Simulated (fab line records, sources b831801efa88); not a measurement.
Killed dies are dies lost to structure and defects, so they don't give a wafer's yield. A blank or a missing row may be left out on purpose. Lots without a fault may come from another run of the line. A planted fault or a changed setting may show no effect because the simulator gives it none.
Which tool did it? | flow sky130 | 24 lots, 72 wafers sampled, at 5 steps of a route of 708

WHAT THE GAUGES READ, wafer by wafer
SKY_METAL2_THK_MEAS_06: measures by xrf.
lot  | measured     | on            | METAL2_ALCU_THK (nm)
L074 | day 34 07:50 | film_metro-04 | 248 249 248
L075 | day 34 15:34 | film_metro-03 | 253 255 255
L076 | day 34 22:38 | film_metro-01 | 249 251 251
L077 | day 35 18:01 | film_metro-01 | 262 255 257
L078 | day 36 18:28 | film_metro-04 | 253 256 254
L080 | day 37 01:57 | film_metro-04 | 248 247 243
L079 | day 37 02:55 | film_metro-03 | 253 254 252
L081 | day 37 17:21 | film_metro-03 | 252 253 255
L082 | day 37 19:19 | film_metro-03 | 257 258 257
L083 | day 37 20:19 | film_metro-03 | 248 246 250
L085 | day 37 21:46 | film_metro-01 | 252 254 255
L084 | day 37 22:18 | film_metro-01 | 252 254 255
L087 | day 38 10:17 | film_metro-01 | 253 259 254
L086 | day 38 16:52 | film_metro-04 | 258 257 257
L089 | day 39 05:25 | film_metro-01 | 254 252 256
L088 | day 39 10:32 | film_metro-04 | 258 254 255
L090 | day 39 19:55 | film_metro-01 | 256 256 255
L091 | day 39 22:19 | film_metro-01 | 256 252 252
L092 | day 40 01:49 | film_metro-01 | 253 259 256
L093 | day 40 03:16 | film_metro-04 | 254 252 254
L094 | day 40 07:34 | film_metro-01 | 252 253 251
L095 | day 41 02:34 | film_metro-01 | 254 253 253
L096 | day 41 02:46 | film_metro-03 | 253 253 255
L097 | day 41 06:08 | film_metro-01 | 254 251 252

WHICH TOOL RAN EACH LOT (tool, then ch and the chambers of the sampled wafers, then the start)
lot  | SKY_LOCAL_INTERCONNECT_ETCH_13    | SKY_CONTACT_CVD_00              | SKY_CONTACT_ETCH_18                           | SKY_METAL2_SPUTTER_02
L074 | rie_metal-04 ch 0,1, day 30 16:15 | pecvd-02 ch 0,2, day 30 17:02   | rie_diel-03 ch 2,3, day 34 07:36 or earlier   | pvd_sputter-03, day 34 07:36
L075 | rie_metal-01 ch 0,1, day 31 01:32 | pecvd-01 ch 1,2, day 31 02:18   | rie_diel-04 ch 2, day 34 15:21 or earlier     | pvd_sputter-02, day 34 15:21
L076 | rie_metal-01 ch 0,1, day 31 06:14 | pecvd-02 ch 0,1,2, day 31 07:06 | rie_diel-04 ch 0,2, day 34 22:25 or earlier   | pvd_sputter-02, day 34 22:25
L077 | rie_metal-04 ch 0,1, day 32 04:14 | pecvd-01 ch 0,2, day 32 04:56   | rie_diel-03 ch 0,2, day 35 17:48 or earlier   | pvd_sputter-04, day 35 17:48
L078 | rie_metal-01 ch 0,1, day 33 05:35 | pecvd-04 ch 1,2, day 33 06:20   | rie_diel-02 ch 2,3, day 36 18:15 or earlier   | pvd_sputter-02, day 36 18:15
L080 | rie_metal-01 ch 0,1, day 33 12:59 | pecvd-01 ch 0,1,2, day 33 13:46 | rie_diel-02 ch 0,1,2, day 37 01:44 or earlier | pvd_sputter-02, day 37 01:44
L079 | rie_metal-02 ch 0,1, day 33 13:53 | pecvd-04 ch 0,1, day 33 14:38   | rie_diel-03 ch 0,1, day 37 02:41 or earlier   | pvd_sputter-04, day 37 02:41
L081 | rie_metal-01 ch 0,1, day 34 03:52 | pecvd-01 ch 0,2, day 34 04:35   | rie_diel-02 ch 1,2,3, day 37 17:07 or earlier | pvd_sputter-03, day 37 17:07
L082 | rie_metal-01 ch 0, day 34 05:05   | pecvd-01 ch 1,2, day 34 05:47   | rie_diel-04 ch 0,1,2, day 37 19:06 or earlier | pvd_sputter-03, day 37 19:06
L083 | rie_metal-02 ch 0,1, day 34 06:32 | pecvd-04 ch 0,2, day 34 07:16   | rie_diel-04 ch 0,3, day 37 20:05 or earlier   | pvd_sputter-02, day 37 20:05
L085 | rie_metal-02 ch 0,1, day 34 08:24 | pecvd-01 ch 1,2, day 34 09:05   | rie_diel-04 ch 0,1,3, day 37 21:32 or earlier | pvd_sputter-03, day 37 21:32
L084 | rie_metal-01 ch 1, day 34 08:29   | pecvd-04 ch 0,2, day 34 09:14   | rie_diel-03 ch 0,1,2, day 37 22:05 or earlier | pvd_sputter-02, day 37 22:05
L087 | rie_metal-04 ch 0,1, day 34 23:20 | pecvd-01 ch 0,2, day 35 00:26   | rie_diel-03 ch 0,1,3, day 38 10:04 or earlier | pvd_sputter-03, day 38 10:04
L086 | rie_metal-01 ch 0,1, day 35 04:02 | pecvd-02 ch 0,1,2, day 35 04:49 | rie_diel-02 ch 1,2,3, day 38 16:39 or earlier | pvd_sputter-04, day 38 16:39
L089 | rie_metal-01 ch 0,1, day 35 17:38 | pecvd-01 ch 0,1,2, day 35 18:22 | rie_diel-02 ch 0,2,3, day 39 05:12 or earlier | pvd_sputter-03, day 39 05:12
L088 | rie_metal-02 ch 0,1, day 35 22:33 | pecvd-02 ch 0,1, day 35 23:15   | rie_diel-04 ch 0,2,3, day 39 10:18 or earlier | pvd_sputter-03, day 39 10:18
L090 | rie_metal-01 ch 0,1, day 36 07:08 | pecvd-01 ch 0,2, day 36 07:53   | rie_diel-04 ch 1,2, day 39 19:42 or earlier   | pvd_sputter-02, day 39 19:42
L091 | rie_metal-04 ch 0,1, day 36 10:11 | pecvd-02 ch 0,1, day 36 10:55   | rie_diel-04 ch 0,1,3, day 39 22:07 or earlier | pvd_sputter-04, day 39 22:07
L092 | rie_metal-04 ch 0,1, day 36 14:12 | pecvd-04 ch 1,2, day 36 14:57   | rie_diel-02 ch 0,1,2, day 40 01:35 or earlier | pvd_sputter-04, day 40 01:35
L093 | rie_metal-02 ch 0,1, day 36 15:15 | pecvd-01 ch 0,1,2, day 36 16:00 | rie_diel-03 ch 1,2, day 40 03:04 or earlier   | pvd_sputter-03, day 40 03:04
L094 | rie_metal-01 ch 0,1, day 36 20:44 | pecvd-04 ch 0,1, day 36 21:29   | rie_diel-04 ch 1,2,3, day 40 07:22 or earlier | pvd_sputter-03, day 40 07:22
L095 | rie_metal-01 ch 1, day 37 16:24   | pecvd-01 ch 0,1,2, day 37 17:14 | rie_diel-04 ch 2,3, day 41 02:20 or earlier   | pvd_sputter-04, day 41 02:20
L096 | rie_metal-01 ch 1, day 37 17:50   | pecvd-01 ch 1,2, day 37 18:39   | rie_diel-04 ch 0,1,2, day 41 02:33 or earlier | pvd_sputter-03, day 41 02:33
L097 | rie_metal-02 ch 0,1, day 37 18:33 | pecvd-04 ch 0,1,2, day 37 19:35 | rie_diel-02 ch 1,2, day 41 05:53 or earlier   | pvd_sputter-04, day 41 05:53
- SKY_LOCAL_INTERCONNECT_ETCH_13: etches BARC in N2/H2, stops on SiO2, time 45.9 s, target depth 60 nm.
- SKY_CONTACT_CVD_00: deposits Si3N4, target thk 75 nm.
- SKY_CONTACT_ETCH_18: etches Si3N4 in CHF3/O2, stops on TiN, time 39 s, target depth 75 nm.
- SKY_METAL2_SPUTTER_02: material AlCu, target thk 250 nm, time 13.3 s.

WHAT THE TOOLS THEMSELVES READ (means of the sampled wafers that have a number; where no wafer has one, the mark that the record gives instead)
SKY_LOCAL_INTERCONNECT_ETCH_13.
lot  | tool         | drypump_motor_current_A (A) | oes_product_au (a.u.) | throttle_valve_pct (%)
L074 | rie_metal-04 | 6.1                         | 0.855                 | 13.220
L075 | rie_metal-01 | 6.2                         | 0.854                 | 13.225
L076 | rie_metal-01 | 6.2                         | 0.858                 | 13.219
L077 | rie_metal-04 | 5.8                         | 0.852                 | 13.223
L078 | rie_metal-01 | 5.9                         | 0.852                 | 13.223
L080 | rie_metal-01 | 6.2                         | 0.855                 | 13.229
L079 | rie_metal-02 | 5.1                         | 0.855                 | 13.228
L081 | rie_metal-01 | 6.2                         | 0.860                 | 13.229
L082 | rie_metal-01 | 6.5                         | 0.857                 | 13.229
L083 | rie_metal-02 | 4.9                         | 0.854                 | 13.224
L085 | rie_metal-02 | 5.1                         | 0.856                 | 13.215
L084 | rie_metal-01 | 5.5                         | 0.858                 | 13.226
L087 | rie_metal-04 | 5.8                         | 0.857                 | 13.227
L086 | rie_metal-01 | 6.2                         | 0.853                 | 13.227
L089 | rie_metal-01 | 5.9                         | 0.856                 | 13.231
L088 | rie_metal-02 | 5.1                         | 0.852                 | 13.215
L090 | rie_metal-01 | 6.2                         | 0.856                 | 13.217
L091 | rie_metal-04 | 6.1                         | 0.859                 | 13.228
L092 | rie_metal-04 | 5.8                         | 0.856                 | 13.228
L093 | rie_metal-02 | 5.1                         | 0.854                 | 13.227
L094 | rie_metal-01 | 5.9                         | 0.853                 | 13.218
L095 | rie_metal-01 | 5.6                         | 0.860                 | 13.226
L096 | rie_metal-01 | 5.6                         | 0.855                 | 13.221
L097 | rie_metal-02 | 4.9                         | 0.856                 | 13.218

SKY_CONTACT_CVD_00.
lot  | tool     | heater_power_w (W)
L074 | pecvd-02 | 735
L075 | pecvd-01 | 656
L076 | pecvd-02 | 732
L077 | pecvd-01 | 634
L078 | pecvd-04 | 624
L080 | pecvd-01 | 623
L079 | pecvd-04 | 612
L081 | pecvd-01 | 575
L082 | pecvd-01 | 601
L083 | pecvd-04 | 684
L085 | pecvd-01 | 631
L084 | pecvd-04 | 707
L087 | pecvd-01 | 606
L086 | pecvd-02 | 721
L089 | pecvd-01 | 558
L088 | pecvd-02 | 674
L090 | pecvd-01 | 553
L091 | pecvd-02 | 747
L092 | pecvd-04 | 662
L093 | pecvd-01 | 612
L094 | pecvd-04 | 556
L095 | pecvd-01 | 571
L096 | pecvd-01 | 622
L097 | pecvd-04 | 613

SKY_CONTACT_ETCH_18.
lot  | tool        | drypump_motor_current_A (A) | oes_product_au (a.u.) | throttle_valve_pct (%)
L074 | rie_diel-03 | 5.1                         | 0.855                 | 8.794
L075 | rie_diel-04 | 5.0                         | 0.853                 | 8.795
L076 | rie_diel-04 | 5.0                         | 0.854                 | 8.789
L077 | rie_diel-03 | 5.9                         | 0.850                 | 8.797
L078 | rie_diel-02 | 5.9                         | 0.849                 | 8.787
L080 | rie_diel-02 | 5.8                         | 0.846                 | 8.786
L079 | rie_diel-03 | 5.7                         | 0.845                 | 8.789
L081 | rie_diel-02 | 5.9                         | 0.852                 | 8.787
L082 | rie_diel-04 | 5.4                         | 0.856                 | 8.793
L083 | rie_diel-04 | 5.1                         | 0.858                 | 8.797
L085 | rie_diel-04 | 5.5                         | 0.851                 | 8.791
L084 | rie_diel-03 | 5.6                         | 0.857                 | 8.791
L087 | rie_diel-03 | 5.6                         | 0.857                 | 8.792
L086 | rie_diel-02 | 6.0                         | 0.841                 | 8.785
L089 | rie_diel-02 | 6.2                         | 0.854                 | 8.792
L088 | rie_diel-04 | 5.1                         | 0.856                 | 8.795
L090 | rie_diel-04 | 5.9                         | 0.850                 | 8.791
L091 | rie_diel-04 | 5.5                         | 0.846                 | 8.795
L092 | rie_diel-02 | 5.8                         | 0.858                 | 8.795
L093 | rie_diel-03 | 5.2                         | 0.853                 | 8.793
L094 | rie_diel-04 | 5.5                         | 0.861                 | 8.797
L095 | rie_diel-04 | 5.1                         | 0.861                 | 8.784
L096 | rie_diel-04 | 5.5                         | 0.853                 | 8.798
L097 | rie_diel-02 | 5.5                         | 0.863                 | 8.798

SKY_METAL2_SPUTTER_02.
lot  | tool           | chamber_pressure_pa (Pa) | throttle_valve_pct (%)
L074 | pvd_sputter-03 | 0.4001                   | 30.3
L075 | pvd_sputter-02 | 0.4001                   | 30.7
L076 | pvd_sputter-02 | 0.3996                   | 30.9
L077 | pvd_sputter-04 | 0.4004                   | 29.9
L078 | pvd_sputter-02 | 0.3996                   | 30.6
L080 | pvd_sputter-02 | 0.3998                   | 30.3
L079 | pvd_sputter-04 | 0.3998                   | 30.3
L081 | pvd_sputter-03 | 0.4003                   | 29.2
L082 | pvd_sputter-03 | 0.3998                   | 29.6
L083 | pvd_sputter-02 | 0.3996                   | 31.0
L085 | pvd_sputter-03 | 0.3998                   | 30.3
L084 | pvd_sputter-02 | 0.4000                   | 31.2
L087 | pvd_sputter-03 | 0.4009                   | 29.4
L086 | pvd_sputter-04 | 0.4001                   | 31.0
L089 | pvd_sputter-03 | 0.4006                   | 29.3
L088 | pvd_sputter-03 | 0.4004                   | 29.4
L090 | pvd_sputter-02 | 0.3998                   | 30.2
L091 | pvd_sputter-04 | 0.4004                   | 30.9
L092 | pvd_sputter-04 | 0.4007                   | 30.7
L093 | pvd_sputter-03 | 0.4005                   | 28.6
L094 | pvd_sputter-03 | 0.3997                   | 28.7
L095 | pvd_sputter-04 | 0.4002                   | 31.6
L096 | pvd_sputter-03 | 0.4002                   | 29.3
L097 | pvd_sputter-04 | 0.4004                   | 30.4

THE ANSWER, worked out from the rows above alone
Rule: what is usual is taken from the lots themselves. Put in order of their means at a reading, lots are off if they are a third of the lots or fewer, leave a main group of 4 or more, and stand apart from it by a gap of 3 or more times the standard deviation of the main group's means; of several such gaps the widest counts. A main group whose means are all the same, to the digits that the tables above print for the reading, isn't used. A lot without any number at a reading at which 4 lots or more have one is off too. The other lots that the step has rows for count as sound. The gauges are gone through in route order, then the tools' own readings, and for those a lot's mean is taken as printed above. The first step at which some lot is off is used, and at that step the reading that is off furthest; a lot without a number counts as furthest.
No lot is off at any reading shown: from this, nothing can be told.

WHAT THE SIMULATOR HAD PUT IN
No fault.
